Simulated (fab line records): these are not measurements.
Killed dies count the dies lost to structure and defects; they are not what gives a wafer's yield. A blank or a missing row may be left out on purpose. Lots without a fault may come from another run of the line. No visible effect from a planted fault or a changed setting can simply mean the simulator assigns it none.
fab line records / flow sky130
[record] lots = 5 wafers = 15 lastDay = 49
route steps=708 shown NWELL@61
lots that met no fault: taken from a fault-free run of the same line
startH: hours from the record's first day to the start of the lot's first wafer shown / waitH: hours elapsed since this lot's preceding step / " unchanged from the row above / L1.1+2: one row covering several wafers at once / - no value, or no start was given / * or withheld: withheld / < > ~ a bound
route shown NAME@n: NAME is a module with steps in the file, n the number in the route of the first one / usual: average and standard deviation across the fault-free wafers / same: alike in all rows / chamber/n: place in a boat / sites: each site's reading / _std_site: how widely they spread, as a standard deviation / _edge_site: outer sites' mean less inner sites' / radiusMm: for every site, how far away it sits from the centre of the wafer / mask NAME#n: copy n / behind: the most recent tool/chamber to have shaped the wafer / hold: why the lot was held/for how many hours/how that ended / device: names the non-switching transistor (n, p or np) / end of line: tests of these same wafers at the route's end / a step with no rows: only its recipe / killed: not the wafer's yield, but the dies lost to structure and defects at the first sort / map: a wafer's dies, x killed, . not, _ none there
set.NAME: the run value of the setting; set.NAME@STEP: its run value at that earlier step / model.NAME: the simulator's own value behind a step, which no gauge read
lots seen at some steps along the route; tables by step, rows by wafer
services: a tool's chamber out of use, with start hour (startH, from the record's first day; less than 0 if before it), hours out, and reason
[[steps]]
[step SKY_NWELL_PEB_08]
[recipe] tempC = 115 timeS = withheld
[step SKY_NWELL_DEVELOP_09]
[recipe] wallAngleDeg = 90 developer = TMAH developTimeS = 60 devTempC = 23
[step SKY_NWELL_OVL_MEAS_10]
[usual] NWELL_00_OVL = 0.3/1.6
lot.wafer=L626.2 tool=overlay-01 chamber=- startH=92.78 waitH=- NWELL_00_OVL[nm]=0.5
lot.wafer=L626.4 tool=overlay-01 chamber=- startH=92.78 waitH=- NWELL_00_OVL[nm]=1.1
lot.wafer=L626.6 tool=overlay-01 chamber=- startH=92.78 waitH=- NWELL_00_OVL[nm]=-0.4
lot.wafer=L629.1 tool=overlay-01 chamber=- startH=102.42 waitH=- NWELL_00_OVL[nm]=2.3
lot.wafer=L629.2 tool=overlay-01 chamber=- startH=102.42 waitH=- NWELL_00_OVL[nm]=1.9
lot.wafer=L629.3 tool=overlay-01 chamber=- startH=102.42 waitH=- NWELL_00_OVL[nm]=2.7
lot.wafer=L641.2 tool=overlay-01 chamber=- startH=170.73 waitH=- NWELL_00_OVL[nm]=0.3
lot.wafer=L641.4 tool=overlay-01 chamber=- startH=170.73 waitH=- NWELL_00_OVL[nm]=-0.7
lot.wafer=L641.6 tool=overlay-01 chamber=- startH=170.73 waitH=- NWELL_00_OVL[nm]=-2.1
lot.wafer=L642.1 tool=overlay-01 chamber=- startH=178.07 waitH=- NWELL_00_OVL[nm]=1.3
lot.wafer=L642.3 tool=overlay-01 chamber=- startH=178.07 waitH=- NWELL_00_OVL[nm]=0.9
lot.wafer=L642.4 tool=overlay-01 chamber=- startH=178.07 waitH=- NWELL_00_OVL[nm]=1.2
lot.wafer=L645.1 tool=overlay-02 chamber=- startH=196.12 waitH=- NWELL_00_OVL[nm]=-2.7
lot.wafer=L645.5 tool=overlay-02 chamber=- startH=196.12 waitH=- NWELL_00_OVL[nm]=-2.6
lot.wafer=L645.6 tool=overlay-02 chamber=- startH=196.12 waitH=- NWELL_00_OVL[nm]=-1.6
[step SKY_NWELL_IMPLANT_11]
[recipe] species = P energyKev = 400 doseCm2 = 1.9e+13 tiltDeg = withheld
[step SKY_NWELL_IMPLANT_12]
[recipe] species = P energyKev = 120 doseCm2 = 1.3e+12 tiltDeg = withheld
[step SKY_NWELL_IMPLANT_13]
[recipe] species = P energyKev = 50 doseCm2 = 7e+11 tiltDeg = withheld
[step SKY_NWELL_STRIP_14]
[recipe] chemistry = O2/N2 powerW = 1400 pressureMtorr = 1527 platenTempC = withheld o2FlowSccm = 3000 n2FlowSccm = 300 overashFraction = 0.5
[usual] drypumpMotorCurrentA = 6.0/0.58 o2FlowSccm = 3002/8.5 oesProductAu = 0.724/0.0049 stripTimeToEndpointS = 36.18/0.077
lot.wafer=L626.2 tool=plasmaAsher-04 chamber=1 startH=93.26 waitH=0.1 drypumpMotorCurrentA=5.4 o2FlowSccm=2992 oesProductAu=0.723 rfHoursCounterH=42 stripTimeToEndpointS=36.31
lot.wafer=L626.4 tool=plasmaAsher-04 chamber=1 startH=93.26 waitH=0.1 drypumpMotorCurrentA=5.4 o2FlowSccm=2999 oesProductAu=0.719 rfHoursCounterH=- stripTimeToEndpointS=36.39
lot.wafer=L626.6 tool=plasmaAsher-04 chamber=0 startH=93.26 waitH=0.1 drypumpMotorCurrentA=5.5 o2FlowSccm=3014 oesProductAu=0.723 rfHoursCounterH=- stripTimeToEndpointS=36.33
lot.wafer=L629.1 tool=plasmaAsher-03 chamber=0 startH=102.91 waitH=0.1 drypumpMotorCurrentA=6.6 o2FlowSccm=3007 oesProductAu=0.721 rfHoursCounterH=41 stripTimeToEndpointS=36.25
lot.wafer=L629.2 tool=plasmaAsher-03 chamber=1 startH=102.91 waitH=0.1 drypumpMotorCurrentA=6.3 o2FlowSccm=3002 oesProductAu=0.721 rfHoursCounterH=41 stripTimeToEndpointS=36.25
lot.wafer=L629.3 tool=plasmaAsher-03 chamber=0 startH=102.91 waitH=0.1 drypumpMotorCurrentA=6.6 o2FlowSccm=3005 oesProductAu=0.729 rfHoursCounterH=- stripTimeToEndpointS=36.13
lot.wafer=L641.2 tool=plasmaAsher-03 chamber=0 startH=171.21 waitH=0.1 drypumpMotorCurrentA=6.5 o2FlowSccm=3004 oesProductAu=0.727 rfHoursCounterH=47 stripTimeToEndpointS=36.07
lot.wafer=L641.4 tool=plasmaAsher-03 chamber=0 startH=171.21 waitH=0.1 drypumpMotorCurrentA=6.6 o2FlowSccm=3014 oesProductAu=0.719 rfHoursCounterH=- stripTimeToEndpointS=36.13
lot.wafer=L641.6 tool=plasmaAsher-03 chamber=0 startH=171.21 waitH=0.1 drypumpMotorCurrentA=6.5 o2FlowSccm=2995 oesProductAu=0.713 rfHoursCounterH=- stripTimeToEndpointS=36.20
lot.wafer=L642.1 tool=plasmaAsher-03 chamber=1 startH=178.56 waitH=0.1 drypumpMotorCurrentA=6.3 o2FlowSccm=3003 oesProductAu=0.728 rfHoursCounterH=48 stripTimeToEndpointS=36.19
lot.wafer=L642.3 tool=plasmaAsher-03 chamber=1 startH=178.56 waitH=0.1 drypumpMotorCurrentA=6.4 o2FlowSccm=2997 oesProductAu=0.719 rfHoursCounterH=- stripTimeToEndpointS=36.07
lot.wafer=L642.4 tool=plasmaAsher-03 chamber=0 startH=178.56 waitH=0.1 drypumpMotorCurrentA=6.6 o2FlowSccm=3006 oesProductAu=0.726 rfHoursCounterH=- stripTimeToEndpointS=36.22
lot.wafer=L645.1 tool=plasmaAsher-04 chamber=1 startH=196.61 waitH=0.1 drypumpMotorCurrentA=5.4 o2FlowSccm=2993 oesProductAu=0.724 rfHoursCounterH=8 stripTimeToEndpointS=36.16
lot.wafer=L645.5 tool=plasmaAsher-04 chamber=1 startH=196.61 waitH=0.1 drypumpMotorCurrentA=5.4 o2FlowSccm=2989 oesProductAu=0.722 rfHoursCounterH=- stripTimeToEndpointS=36.17
lot.wafer=L645.6 tool=plasmaAsher-04 chamber=0 startH=196.61 waitH=0.1 drypumpMotorCurrentA=5.5 o2FlowSccm=2997 oesProductAu=0.729 rfHoursCounterH=- stripTimeToEndpointS=36.17
[step SKY_NWELL_TW_MEAS_15]
[usual] NWELL_TW = 1798/8.6
lot.wafer=L626.2 tool=filmMetro-04 chamber=- startH=93.37 waitH=0.1 NWELL_TW=1797
lot.wafer=L626.4 tool=filmMetro-04 chamber=- startH=93.37 waitH=0.1 NWELL_TW=1809
lot.wafer=L626.6 tool=filmMetro-04 chamber=- startH=93.37 waitH=0.1 NWELL_TW=1808
lot.wafer=L629.1 tool=filmMetro-03 chamber=- startH=103.01 waitH=0.1 NWELL_TW=1787
lot.wafer=L629.2 tool=filmMetro-03 chamber=- startH=103.01 waitH=0.1 NWELL_TW=1789
lot.wafer=L629.3 tool=filmMetro-03 chamber=- startH=103.01 waitH=0.1 NWELL_TW=1797
lot.wafer=L641.2 tool=filmMetro-04 chamber=- startH=171.32 waitH=0.1 NWELL_TW=1798
lot.wafer=L641.4 tool=filmMetro-04 chamber=- startH=171.32 waitH=0.1 NWELL_TW=1799
lot.wafer=L641.6 tool=filmMetro-04 chamber=- startH=171.32 waitH=0.1 NWELL_TW=1785
lot.wafer=L642.1 tool=filmMetro-02 chamber=- startH=178.66 waitH=0.1 NWELL_TW=1818
lot.wafer=L642.3 tool=filmMetro-02 chamber=- startH=178.66 waitH=0.1 NWELL_TW=1807
lot.wafer=L642.4 tool=filmMetro-02 chamber=- startH=178.66 waitH=0.1 NWELL_TW=1816
lot.wafer=L645.1 tool=filmMetro-04 chamber=- startH=196.71 waitH=0.1 NWELL_TW=1783
lot.wafer=L645.5 tool=filmMetro-04 chamber=- startH=196.71 waitH=0.1 NWELL_TW=1790
lot.wafer=L645.6 tool=filmMetro-04 chamber=- startH=196.71 waitH=0.1 NWELL_TW=1788
[step SKY_NWELL_DEHYDRATE_16]
[recipe] tempC = 200 timeS = 60
[step SKY_NWELL_HMDS_17]
[recipe] primeTimeS = 60 primeTempC = 120
[step SKY_NWELL_COAT_18]
[recipe] spinRpm = 2000 resistThkNm = 3000
[step SKY_NWELL_SOFTBAKE_19]
[recipe] tempC = 110 timeS = withheld
[step SKY_NWELL_EXPOSE_20]
[recipe] maskId = NWM_COMPLEMENT na = 0.6 sourceShape = conventional sigmaOuter = 0.6 polarization = unpolarized targetCdNm = 840 doseMj = 260
lot.wafer=L626.2+4+6 tool=ilineStepper-02 chamber=0 startH=102.09 waitH=- mask=NWM_COMPLEMENT#0
lot.wafer=L629.1+2+3 tool=ilineStepper-02 chamber=0 startH=111.52 waitH=- mask=HVTPM#0
lot.wafer=L641.2+4+6 tool=ilineStepper-02 chamber=0 startH=181.67 waitH=- mask=NWM_COMPLEMENT#0
lot.wafer=L642.1+3+4 tool=ilineStepper-02 chamber=0 startH=189.37 waitH=- mask=NWM_COMPLEMENT#0
lot.wafer=L645.1+5+6 tool=ilineStepper-01 chamber=0 startH=207.92 waitH=- mask=NWM_COMPLEMENT#0
[step SKY_NWELL_PEB_21]
[recipe] tempC = 115 timeS = withheld
[step SKY_NWELL_DEVELOP_22]
[recipe] wallAngleDeg = 90 developer = TMAH developTimeS = 60 devTempC = 23
[step SKY_NWELL_OVL_MEAS_23]
[usual] NWELL_01_OVL = 0.9/1.5
lot.wafer=L626.2 tool=overlay-02 chamber=- startH=110.72 waitH=- NWELL_01_OVL[nm]=1.5
lot.wafer=L626.4 tool=overlay-02 chamber=- startH=110.72 waitH=- NWELL_01_OVL[nm]=0.0
lot.wafer=L626.6 tool=overlay-02 chamber=- startH=110.72 waitH=- NWELL_01_OVL[nm]=0.1
lot.wafer=L629.1 tool=overlay-01 chamber=- startH=121.12 waitH=- NWELL_01_OVL[nm]=-
lot.wafer=L629.2 tool=overlay-01 chamber=- startH=121.12 waitH=- NWELL_01_OVL[nm]=-
lot.wafer=L629.3 tool=overlay-01 chamber=- startH=121.12 waitH=- NWELL_01_OVL[nm]=-
lot.wafer=L641.2 tool=overlay-01 chamber=- startH=192.18 waitH=- NWELL_01_OVL[nm]=2.2
lot.wafer=L641.4 tool=overlay-01 chamber=- startH=192.18 waitH=- NWELL_01_OVL[nm]=2.1
lot.wafer=L641.6 tool=overlay-01 chamber=- startH=192.18 waitH=- NWELL_01_OVL[nm]=3.0
lot.wafer=L642.1 tool=overlay-01 chamber=- startH=199.77 waitH=- NWELL_01_OVL[nm]=3.9
lot.wafer=L642.3 tool=overlay-01 chamber=- startH=199.77 waitH=- NWELL_01_OVL[nm]=1.2
lot.wafer=L642.4 tool=overlay-01 chamber=- startH=199.77 waitH=- NWELL_01_OVL[nm]=2.3
lot.wafer=L645.1 tool=overlay-01 chamber=- startH=218.17 waitH=- NWELL_01_OVL[nm]=1.2
lot.wafer=L645.5 tool=overlay-01 chamber=- startH=218.17 waitH=- NWELL_01_OVL[nm]=2.2
lot.wafer=L645.6 tool=overlay-01 chamber=- startH=218.17 waitH=- NWELL_01_OVL[nm]=3.0
[step SKY_NWELL_IMPLANT_24]
[recipe] species = B energyKev = 140 doseCm2 = 9.2e+12 tiltDeg = withheld
[step SKY_NWELL_STRIP_25]
[recipe] chemistry = O2/N2 powerW = 1400 pressureMtorr = 1500 platenTempC = withheld o2FlowSccm = 3000 n2FlowSccm = 300 overashFraction = 0.5
[usual] drypumpMotorCurrentA = 5.9/0.61 o2FlowSccm = 3002/8.6 oesProductAu = 0.723/0.0046 stripTimeToEndpointS = 36.93/0.11
lot.wafer=L626.2 tool=plasmaAsher-03 chamber=0 startH=110.90 waitH=0.1 drypumpMotorCurrentA=6.6 o2FlowSccm=3002 oesProductAu=0.723 rfHoursCounterH=42 stripTimeToEndpointS=36.96
lot.wafer=L626.4 tool=plasmaAsher-03 chamber=0 startH=110.90 waitH=0.1 drypumpMotorCurrentA=6.6 o2FlowSccm=3004 oesProductAu=0.724 rfHoursCounterH=- stripTimeToEndpointS=37.02
lot.wafer=L626.6 tool=plasmaAsher-03 chamber=1 startH=110.90 waitH=0.1 drypumpMotorCurrentA=6.3 o2FlowSccm=3000 oesProductAu=0.723 rfHoursCounterH=- stripTimeToEndpointS=36.96
lot.wafer=L629.1 tool=plasmaAsher-04 chamber=1 startH=121.30 waitH=0.1 drypumpMotorCurrentA=5.4 o2FlowSccm=3003 oesProductAu=0.724 rfHoursCounterH=0 stripTimeToEndpointS=37.07
lot.wafer=L629.2 tool=plasmaAsher-04 chamber=0 startH=121.30 waitH=0.1 drypumpMotorCurrentA=5.5 o2FlowSccm=3002 oesProductAu=0.717 rfHoursCounterH=0 stripTimeToEndpointS=37.03
lot.wafer=L629.3 tool=plasmaAsher-04 chamber=1 startH=121.30 waitH=0.1 drypumpMotorCurrentA=5.4 o2FlowSccm=3001 oesProductAu=0.721 rfHoursCounterH=- stripTimeToEndpointS=37.18
lot.wafer=L641.2 tool=plasmaAsher-04 chamber=1 startH=192.36 waitH=0.1 drypumpMotorCurrentA=5.4 o2FlowSccm=3006 oesProductAu=0.722 rfHoursCounterH=7 stripTimeToEndpointS=36.73
lot.wafer=L641.4 tool=plasmaAsher-04 chamber=0 startH=192.36 waitH=0.1 drypumpMotorCurrentA=5.5 o2FlowSccm=2991 oesProductAu=0.723 rfHoursCounterH=- stripTimeToEndpointS=36.87
lot.wafer=L641.6 tool=plasmaAsher-04 chamber=1 startH=192.36 waitH=0.1 drypumpMotorCurrentA=5.4 o2FlowSccm=3010 oesProductAu=0.725 rfHoursCounterH=- stripTimeToEndpointS=36.76
lot.wafer=L642.1 tool=plasmaAsher-04 chamber=0 startH=199.96 waitH=0.1 drypumpMotorCurrentA=5.5 o2FlowSccm=2995 oesProductAu=0.724 rfHoursCounterH=8 stripTimeToEndpointS=36.71
lot.wafer=L642.3 tool=plasmaAsher-04 chamber=0 startH=199.96 waitH=0.1 drypumpMotorCurrentA=5.5 o2FlowSccm=3000 oesProductAu=0.730 rfHoursCounterH=- stripTimeToEndpointS=36.81
lot.wafer=L642.4 tool=plasmaAsher-04 chamber=1 startH=199.96 waitH=0.1 drypumpMotorCurrentA=5.4 o2FlowSccm=3000 oesProductAu=0.724 rfHoursCounterH=- stripTimeToEndpointS=36.77
lot.wafer=L645.1 tool=plasmaAsher-03 chamber=0 startH=218.36 waitH=0.1 drypumpMotorCurrentA=6.6 o2FlowSccm=3004 oesProductAu=0.725 rfHoursCounterH=52 stripTimeToEndpointS=36.82
lot.wafer=L645.5 tool=plasmaAsher-03 chamber=1 startH=218.36 waitH=0.1 drypumpMotorCurrentA=6.3 o2FlowSccm=3007 oesProductAu=0.723 rfHoursCounterH=- stripTimeToEndpointS=36.90
lot.wafer=L645.6 tool=plasmaAsher-03 chamber=0 startH=218.36 waitH=0.1 drypumpMotorCurrentA=6.6 o2FlowSccm=3001 oesProductAu=0.719 rfHoursCounterH=- stripTimeToEndpointS=36.73
[step SKY_NWELL_TW_MEAS_26]
[usual] NWELL_2_TW = 489/3
lot.wafer=L626.2 tool=filmMetro-03 chamber=- startH=111.01 waitH=0.1 NWELL_2_TW=489
lot.wafer=L626.4 tool=filmMetro-03 chamber=- startH=111.01 waitH=0.1 NWELL_2_TW=486
lot.wafer=L626.6 tool=filmMetro-03 chamber=- startH=111.01 waitH=0.1 NWELL_2_TW=485
lot.wafer=L629.1 tool=filmMetro-04 chamber=- startH=121.40 waitH=0.1 NWELL_2_TW=30
lot.wafer=L629.2 tool=filmMetro-04 chamber=- startH=121.40 waitH=0.1 NWELL_2_TW=30
lot.wafer=L629.3 tool=filmMetro-04 chamber=- startH=121.40 waitH=0.1 NWELL_2_TW=30
lot.wafer=L641.2 tool=filmMetro-04 chamber=- startH=192.47 waitH=0.1 NWELL_2_TW=492
lot.wafer=L641.4 tool=filmMetro-04 chamber=- startH=192.47 waitH=0.1 NWELL_2_TW=491
lot.wafer=L641.6 tool=filmMetro-04 chamber=- startH=192.47 waitH=0.1 NWELL_2_TW=489
lot.wafer=L642.1 tool=filmMetro-03 chamber=- startH=200.06 waitH=0.1 NWELL_2_TW=486
lot.wafer=L642.3 tool=filmMetro-03 chamber=- startH=200.06 waitH=0.1 NWELL_2_TW=487
lot.wafer=L642.4 tool=filmMetro-03 chamber=- startH=200.06 waitH=0.1 NWELL_2_TW=487
lot.wafer=L645.1 tool=filmMetro-02 chamber=- startH=218.46 waitH=0.1 NWELL_2_TW=493
lot.wafer=L645.5 tool=filmMetro-02 chamber=- startH=218.46 waitH=0.1 NWELL_2_TW=491
lot.wafer=L645.6 tool=filmMetro-02 chamber=- startH=218.46 waitH=0.1 NWELL_2_TW=493
[step SKY_NWELL_CLEAN_27]
[recipe] chemistry = SC1/SC2 mix = 1:4:20 tempC = 70 timeS = 150 dry = n2Spin
[[services]]
tool=ilineStepper-02 chamber=- startH=94.33 hours=1.7 kind=pm
tool=ilineStepper-01 chamber=- startH=97.46 hours=2.1 kind=pm
tool=ilineStepper-01 chamber=- startH=99.55 hours=- kind=consumableReplace:lamp
tool=plasmaAsher-04 chamber=- startH=108.75 hours=9.0 kind=pm
tool=plasmaAsher-04 chamber=0 startH=108.75 hours=9.0 kind=ventCycle
tool=plasmaAsher-04 chamber=1 startH=108.75 hours=9.0 kind=ventCycle
tool=plasmaAsher-04 chamber=0 startH=117.75 hours=- kind=clean
tool=plasmaAsher-04 chamber=1 startH=117.75 hours=- kind=clean
tool=plasmaAsher-04 chamber=- startH=135.79 hours=0.5 kind=repair
tool=plasmaAsher-03 chamber=- startH=159.16 hours=2.4 kind=repair
tool=ilineStepper-01 chamber=- startH=162.30 hours=1.0 kind=repair
[[key]]
[firstSign] step = SKY_NWELL_EXPOSE_20 reading = mask direction = changed
[effect] step = SKY_NWELL_OVL_MEAS_23 reading = NWELL_01_OVL direction = missing
[effect] step = SKY_NWELL_TW_MEAS_26 reading = NWELL_2_TW direction = down sigmas = 99+ usual = 489 struck = 30
metAt SKY_NWELL_EXPOSE_20
struckWafers L629.1,L629.2,L629.3
sortLeftOut L629.1,L629.2,L629.3
testerLeftOut L629
onsetBetween 102.09 111.52
[fault] kind = wrongMask tool = any chamber = - onsetH = 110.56 steps = SKY_NWELL_EXPOSE_20 auxCopy = HVTPM#0 scope = struckLotsOnly
// testerLeftOut: of these lots the tester's yield and bins aren't shown, on N5 and GAA mostly nor the transistor test; their killed dies are dies lost to structure and defects alone, not to doping, threshold or leakage, so they don't give the yield
// sortLeftOut: the simulated sort isn't trusted on such a fault, so these wafers' sort isn't shown, and their yield isn't known
